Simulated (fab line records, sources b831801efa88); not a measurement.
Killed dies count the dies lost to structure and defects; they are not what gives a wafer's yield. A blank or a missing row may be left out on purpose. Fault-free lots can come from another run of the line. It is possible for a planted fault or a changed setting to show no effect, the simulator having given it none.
Split-lot experiment -- flow sky130 -- 23 wafers read from 5 lots, route of 708 steps

ON THE SPLIT
At SKY_VIA2_HDPCVD_00 (deposits SiO2, target thk 1180 nm, time 196.7 s), the setting time s was moved away from the recipe's 196.7 s on 8 of the 23 wafers read, by -6.7% to +13.8%. All remaining wafers had this setting at the recipe value.

The file shows no step between the split and the reading.

THE READING
At SKY_VIA2_THK_MEAS_01: VIA2_HDPCVD_THK, given in nm. On this fab line, fault-free wafers typically give 1185 nm with a standard deviation of 13 nm.

wafer,"tool, chamber at the split","time s as run, s",against the recipe,"VIA2_HDPCVD_THK, nm",against lot-mates on the recipe
L074.1,"hdpcvd-01, 1",183.5,-6.7%,1094,-76
L074.2,"hdpcvd-01, 2",196.7,recipe,1167,-
L074.3,"hdpcvd-01, 1",183.5,-6.7%,1106,-64
L074.4,"hdpcvd-01, 2",196.7,recipe,1173,-
L074.5,"hdpcvd-01, 2",183.5,-6.7%,1097,-73
L075.1,"hdpcvd-01, 2",196.7,recipe,1203,-
L075.4,"hdpcvd-01, 1",196.7,recipe,1191,-
L075.5,"hdpcvd-01, 1",196.7,recipe,1183,-
L077.1,"hdpcvd-01, 1",196.7,recipe,1162,-
L077.2,"hdpcvd-01, 2",214.8,+9.2%,1271,+102
L077.4,"hdpcvd-01, 2",196.7,recipe,1178,-
L077.5,"hdpcvd-01, 2",196.7,recipe,1167,-
L077.6,"hdpcvd-01, 1",214.8,+9.2%,1283,+114
L080.2,"hdpcvd-02, 2",196.7,recipe,1161,-
L080.3,"hdpcvd-02, 0,1,0",196.7,recipe,1177,-
L080.4,"hdpcvd-02, 2",196.7,recipe,1159,-
L080.5,"hdpcvd-02, 0,1,0",196.7,recipe,1181,-
L080.6,"hdpcvd-02, 0,1,0",196.7,recipe,1163,-
L084.1,"hdpcvd-01, 2",223.9,+13.8%,1343,+158
L084.2,"hdpcvd-01, 1",196.7,recipe,1171,-
L084.3,"hdpcvd-01, 0",196.7,recipe,1198,-
L084.5,"hdpcvd-01, 2",223.9,+13.8%,1346,+162
L084.6,"hdpcvd-01, 0",223.9,+13.8%,1344,+160
The file does not say which wafer passed through which chamber wherever a row lists several chambers: such a row stands for several wafers.

THE FIT
A straight line over all 23 wafers: VIA2_HDPCVD_THK changes by +11.8 nm for each +1% of time s; r = +0.99; the points scatter about the line by 12 nm.
The same after taking each lot's own level away (the mean of its wafers on the recipe; 23 wafers): +11.4 nm for each +1%; r = +0.99; scatter 8.1 nm.
According to that fit, moving time s by its largest amount changes the reading by 1.6e+02 nm.
The lots' own levels span 1168.2 to 1192.3 nm, that is 1.9 times the standard deviation above.
So the lot-to-lot level changes the slope little: the two slopes agree.
Check: for one of the wafers moved furthest among these (+13.8%), held out of the fit, the line's prediction against its lot-mates is +159 nm. Against them it came out at +158 nm.

THESE WAFERS: OTHER SPLITS
Note: prior to the reading, these wafers also went through further splits. Each is held against what the fit with the lots' levels taken away leaves over:
other split on the same wafers,wafers away from the commonest value,r with VIA2_HDPCVD_THK (lot level and that fit taken away)
SKY_CONTACT_HDPCVD_02 sih4 flow sccm,10,+0.01
SKY_METAL1_SPUTTER_01 power w,8,-0.09
SKY_METAL1_SPUTTER_02 power w,4,+0.39
SKY_METAL1_METAL_ETCH_19 over etch frac,7,+0.05
SKY_METAL2_SPUTTER_00 time s,5,-0.54
SKY_METAL2_EXPOSE_12 dose mj,12,+0.30

THE WHOLE CHAIN: every reading that the file lists as answering this split, in the file's order
step,what it does,reading,change (the file's fit),r (the file's)
SKY_VIA2_HDPCVD_00,"deposits SiO2, target thk 1180 nm, time 196.7 s","SiO2_of_VIA2_HDPCVD_00.thk nm (the simulator's own value, which no gauge read)",+11.5 nm for each +1% of the setting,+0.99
SKY_VIA2_THK_MEAS_01,,VIA2_HDPCVD_THK,+11.5 for each +1% of the setting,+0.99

THE FILE'S OWN FIT
VIA2_HDPCVD_THK changes by +11.5 nm for each +1% of time s, r = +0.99.
